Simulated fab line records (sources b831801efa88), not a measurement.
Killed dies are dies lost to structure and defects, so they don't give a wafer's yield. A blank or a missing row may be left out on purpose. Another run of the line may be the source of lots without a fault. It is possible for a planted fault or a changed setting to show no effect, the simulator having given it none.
Problem report in the 8D (eight disciplines) form, filled by code	flow sky130	the parts of the form that need people (team, actions taken, sign-off) are left out

== 1. THE PROBLEM ==
Wafers free of any fault read 0.1266 ohm/sq (standard deviation 0.0017) for METAL2_ALCU_RS at SKY_METAL2_RS_MEAS_05, against a mean of 0.1472 ohm/sq on 6 wafers of 2 lots. That puts it +12 standard deviations away from the usual mean.
The step: measures by four-point-probe.
First seen on wafer L180.1, day 36 19:53, on filmMetro-03. Wafers with a number at this step in the record: 27, from 9 lots. The rule behind "out" and "out of limits": a value lying over 4 standard deviations away from the usual mean. Any other wafer with a number is counted as sound.

== 2. WHAT IT IS, AND WHAT IT ISN'T ==
question	is	is not
which readings at this step	METAL2_ALCU_RS	-
which lots	L180, L183	L172, L173, L175, L186, L191, L192, L194
which wafers of those lots	all that have a number	-
read on which gauges	filmMetro-03	filmMetro-01, filmMetro-02
when	from day 36 19:53	up to then (9 sound wafers); but 12 sound wafers of L186, L191, L192, L194 came after

== 3. THE SUSPECTS, EACH WITH WHAT RULES IT OUT ==
Counting: a tool at a process step up to the reading stays a suspect if it ran every lot that is out and no sound lot after the first of them.
- the gauge at SKY_METAL2_RS_MEAS_05 is ruled out. All the wafers that are out were read on filmMetro-03, but those of them that SKY_METAL2_SPUTTER_02 has rows for are out there too, on other tools.
- pvdSputter-04 at SKY_METAL2_SPUTTER_02 (material AlCu, target thk 250 nm, time 13.3 s): ruled out as a lasting fault. The sound lots L192, L194 went through it after L180, its earliest lot that is out (day 36 19:47).
Left after counting: nothing in the record.

== 4. THE CAUSE (what the simulator had put in) ==
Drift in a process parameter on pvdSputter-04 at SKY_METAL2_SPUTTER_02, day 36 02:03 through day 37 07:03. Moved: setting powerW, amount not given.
Counting ruled it out, wrongly: the rule takes a fault to strike every lot that its tool runs from its start on, and this one did not.

== 5. SEQUENCE OF EFFECTS, ordered by route ==
Rows list readings where the struck wafers' mean (over those with a number) sits beyond 3 standard deviations from the usual. Scope: only readings with a usual standard deviation given in the record; hours: median across lots of the time from each lot's start at the first step in this table that gives one to its start at this step; sigmas: change in usual standard deviations.
hours	step	reading	usual	on struck wafers	change	sigmas
0	SKY_METAL2_SPUTTER_02	cathodeDcPowerW	10600 W	9119	-1481	-99 or more
0	SKY_METAL2_RS_MEAS_05	METAL2_ALCU_RS	0.1266 ohm/sq	0.1472	+0.0206	+12
4	SKY_METAL2_THK_MEAS_06	METAL2_ALCU_THK	254 nm	220	-34	-9.3
26	SKY_METAL2_METAL_ETCH_19	oesProductAu	0.854 a.u.	0.835	-0.019	-3.1
The process steps in it:
- SKY_METAL2_SPUTTER_02: material AlCu, target thk 250 nm, time 13.3 s.
- SKY_METAL2_METAL_ETCH_19: etches the open film in Cl2/BCl3, stops on SiO2, target depth 360 nm, time 78 s.
Later steps that measure or inspect, where all struck wafers having a row at the step show a number for every such reading and not one has moved that far: SKY_METAL2_CD_MEAS_15.

== 6. WHAT WOULD HAVE CAUGHT IT SOONER ==
18 hours passed between the start of the fault at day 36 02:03 and the first reading out of limits at a measuring or inspecting step in this record, taken at day 36 19:53.
The tool's own readings at SKY_METAL2_SPUTTER_02 were out on every struck wafer that the step has a row for (cathodeDcPowerW): an alarm limit on them would have fired on the first of those.
